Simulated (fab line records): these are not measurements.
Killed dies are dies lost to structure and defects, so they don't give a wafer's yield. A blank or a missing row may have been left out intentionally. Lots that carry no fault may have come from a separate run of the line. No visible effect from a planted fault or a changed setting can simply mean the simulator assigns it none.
A lot that was struck, set against a sound lot | flow sky130 | 16 out of 708 route steps
Sound: these wafers, L529.1, L529.2, L529.5. Struck: wafer L535.4 (left out: L535.3, L535.6 of the same lot, which were not struck); the cause appears at the end.
Each step with rows lists, per side, the tool, then ch with its chambers, then its first start. Under that, the readings that differ: sound wafers | struck wafers | difference of the means | sigmas: that difference in standard deviations of wafers without a fault.
alike: words and numbers the same on both sides, and readings whose means are apart by under 2 such deviations; not compared: readings that were withheld, readings missing a value for some wafer, numbers with overlapping values and no deviation given by the record, and bounds like >300 which may hide the same value.
A row with sigmas, a row that says differs or no value, or rows on one side alone: a step with any of these is where the two part. When numbers do not overlap yet have no deviation, they are printed without sigmas and do not part them. Lack of a reading on every wafer of one side parts them only where that side has two or more wafers.

first, 3 steps without rows for these wafers: SKY_METAL2_EXPOSE_12 (exposes mask MM2, target cd 140 nm); SKY_METAL2_PEB_13; SKY_METAL2_DEVELOP_14 (develop time 60 s).
SKY_METAL2_CD_MEAS_15: the cd target is 140 nm.
  sound: cd-sem-02 at day 37 13:31; struck: cd-sem-01 at day 38 22:07
  alike: cd-nm
SKY_METAL2_OVL_MEAS_16:
  sound: overlay-02 at day 37 13:38; struck: overlay-01 at day 38 22:12
  alike: METAL2_OVL
SKY_METAL2_DESCUM_17: chemistry O2, time 8 s.
  sound on rie-metal-01 ch 0,1, day 37 13:41; struck on rie-metal-02 ch 0, day 38 22:14
  alike: drypump-motor-current-A, oes-product-au, rf-fwd-power-W
  not compared: rf-hours-counter-h
SKY_METAL2_ETCH_18: etches BARC in N2/H2, stops on SiO2, time 45.9 s, target depth 60 nm.
  sound on rie-metal-01 ch 0,1, day 37 13:43; struck on rie-metal-02 ch 0, day 38 22:17
  alike: drypump-motor-current-A, oes-product-au, rf-fwd-power-W, throttle-valve-pct
  not compared: rf-hours-counter-h
SKY_METAL2_METAL_ETCH_19: etches the open film in Cl2/BCl3, stops on SiO2, target depth 360 nm, time 78 s.
  sound on rie-metal-01 ch 0,1, day 37 13:46; struck on rie-metal-02 ch 0, day 38 22:21
  alike: drypump-motor-current-A, oes-product-au, rf-fwd-power-W, throttle-valve-pct
  not compared: rf-hours-counter-h
SKY_METAL2_STRIP_20: strips in O2/N2.
  sound on plasma-asher-02 ch 0,1, day 37 13:52; struck on plasma-asher-02 ch 0, day 38 22:27
  alike: drypump-motor-current-A, oes-product-au, strip-time-to-endpoint-s
  not compared: rf-hours-counter-h
then, 3 steps without rows for these wafers: SKY_METAL2_STRIP_21 (strips in post etch residue remover, time 1200 s); SKY_METAL2_CLEAN_22 (cleans in IPA, time 180 s); SKY_METAL2_CLEAN_23 (cleans in O3/DIW).
SKY_VIA2_HDPCVD_00: deposits SiO2, target thk 1180 nm, time 196.7 s.
  sound on hdpcvd-02 ch 0,1,2, day 37 14:29; struck on hdpcvd-01 ch 0, day 38 23:03
  reading                                  | sound             | struck | difference | sigmas
  run-length-s (s)                         | 224.0 223.6 224.2 | 260.1  | +36.2      | +88
  model.SiO2_of_VIA2_HDPCVD_00.thk-nm (nm) | 1186 1169 1186    | 1369   | +189       |
SKY_VIA2_THK_MEAS_01:
  sound: film-metro-02 at day 37 14:37; struck: film-metro-02 at day 38 23:25
  reading              | sound          | struck | difference | sigmas
  VIA2_HDPCVD_THK (nm) | 1186 1170 1186 | 1370   | +189       | +13
  not compared: hold
SKY_VIA2_CMP_02: polishes SiO2.
  sound on cmp-01 ch 0,1, day 37 14:43; struck on cmp-02 ch 1, day 39 04:03
  reading | sound | struck                   | difference                   | sigmas
  hold    | - - - | await-dispo/4.4h/release | no value on the sound wafers |
  alike: edge-zone-pressure-frac, motor-current-A, platen-rpm
SKY_PAD_OPEN_PROBE_99:
  the record holds rows for the sound wafers here (prober-02, day 47 15:26) but none for the struck ones

WHERE THEY PART
Last at SKY_PAD_OPEN_PROBE_99 as far as this record goes, first at SKY_VIA2_HDPCVD_00.

WHY: what had been put in by the simulator
hdpcvd-01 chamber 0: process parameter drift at SKY_VIA2_HDPCVD_00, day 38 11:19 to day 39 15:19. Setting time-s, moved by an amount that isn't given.
